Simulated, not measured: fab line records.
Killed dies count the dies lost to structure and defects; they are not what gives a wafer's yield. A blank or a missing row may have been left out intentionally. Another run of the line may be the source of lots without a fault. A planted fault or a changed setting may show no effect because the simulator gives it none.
A lot that was struck, set against a sound lot    flow sky130    18 out of 708 route steps
Sound: these wafers, L447.1, L447.5, L447.6. Wafers L458.2, L458.4, L458.6 were the ones struck. Last of all comes the cause.
Each step with rows lists, per side, the tool, then ch with its chambers, then its first start. Under that, the readings that differ: sound wafers    struck wafers    difference of the means    sigmas: that difference in standard deviations of wafers without a fault.
alike: a reading whose means differ by less than 2 such deviations, as well as words and numbers matching on both sides. not compared: withheld readings; readings where some wafer has no value; bounds like >300 that might hide an equal value; numbers whose values overlap and for which the record gives no deviation.
Wherever a step has rows on one side only, a row that says differs or no value, or a row with sigmas, the two part there. When numbers do not overlap yet have no deviation, they are printed without sigmas and do not part them. Lack of a reading on every wafer of one side parts them only where that side has two or more wafers.

first, 1 step without rows for these wafers: SKY_VIA1_ETCH_15 (etches SiO2 in C4F8/O2/Ar, stops on TiN, target depth 351 nm, time 54 s).
SKY_VIA1_STRIP_16: strips in O2/N2.
  sound on plasma asher-03 ch 0,1, day 34 18:07; struck on plasma asher-03 ch 0,1, day 38 05:58
  alike: drypump motor current A, oes product au, strip time to endpoint s
  not compared: rf hours counter h
then, 3 steps without rows for these wafers: SKY_VIA1_STRIP_17 (strips in post etch residue remover, time 1200 s); SKY_VIA1_CLEAN_18 (cleans in IPA, time 180 s); SKY_VIA1_CLEAN_19 (cleans in O3/DIW).
SKY_VIA1_SPUTTER_20: material TiN, target thk 20 nm, time 80 s.
  struck on pvd sputter-02, day 38 06:34; sound on pvd sputter-01, day 34 18:43
reading                 sound           struck          difference  sigmas
throttle valve pct (%)  29.0 28.8 28.4  30.1 31.0 30.5  +1.8        +2
  alike: cathode dc power W, chamber pressure pa
then, 1 step without rows for these wafers: SKY_VIA1_CVD_21 (deposits W, target thk 270 nm, time 80.902 s).
SKY_VIA1_RS_MEAS_22: a four-point-probe measurement.
  struck on film metro-04, day 38 06:44; sound on film metro-01, day 34 18:52
  alike: VIA1_W_RS
SKY_VIA1_THK_MEAS_23: measures by xrf.
  struck on film metro-04, day 38 06:51; sound on film metro-01, day 34 18:59
  alike: VIA1_W_THK
then, 1 step without rows for these wafers: SKY_VIA1_CMP_24 (polishes, stops on SiO2, t overpolish 15 s, target thk 0 nm).
SKY_METAL2_SPUTTER_00: material Ti, target thk 15 nm, time 10 s.
  struck on pvd sputter-04, day 38 07:12; sound on pvd sputter-02, day 34 19:21
  alike: cathode dc power W, chamber pressure pa, throttle valve pct
SKY_METAL2_SPUTTER_01: material TiN, target thk 20 nm, time 16.7 s.
  struck on pvd sputter-04, day 38 07:13; sound on pvd sputter-02, day 34 19:22
  alike: cathode dc power W, chamber pressure pa, throttle valve pct
SKY_METAL2_SPUTTER_02: material AlCu, target thk 250 nm, time 13.3 s.
  struck on pvd sputter-04, day 38 07:15; sound on pvd sputter-02, day 34 19:24
  no value came back on the struck wafers for cathode dc power W (W), chamber pressure pa (Pa), throttle valve pct (%); on the sound wafers cathode dc power W (W) reads 10599 10598 10601
SKY_METAL2_SPUTTER_03: material Ti, target thk 5 nm, time 3.3 s.
  struck on pvd sputter-04, day 38 07:16; sound on pvd sputter-02, day 34 19:25
  alike: cathode dc power W, chamber pressure pa, throttle valve pct
then, 1 step without rows for these wafers: SKY_METAL2_SPUTTER_04 (material TiN, target thk 70 nm, time 60.39 s).
SKY_METAL2_RS_MEAS_05: a four-point-probe measurement.
  struck on film metro-03, day 38 07:22; sound on film metro-04, day 34 19:30
reading                  sound                 struck                difference  sigmas
METAL2_ALCU_RS (ohm/sq)  0.1265 0.1279 0.1272  8.3609 8.3519 8.3472  +8.2261     +99 or more
SKY_METAL2_THK_MEAS_06: measures by xrf.
  struck on film metro-03, day 38 07:28; sound on film metro-04, day 34 19:37
reading               sound              struck          difference  sigmas
METAL2_ALCU_THK (nm)  254.6 252.0 254.0  <0.7 <0.7 <0.7  differs     
then, 1 step without rows for these wafers: SKY_METAL2_DEHYDRATE_07 (time 60 s).

WHERE THEY PART
First at SKY_VIA1_SPUTTER_20; last, within this record, at SKY_METAL2_THK_MEAS_06.

WHY: whatever the simulator had introduced
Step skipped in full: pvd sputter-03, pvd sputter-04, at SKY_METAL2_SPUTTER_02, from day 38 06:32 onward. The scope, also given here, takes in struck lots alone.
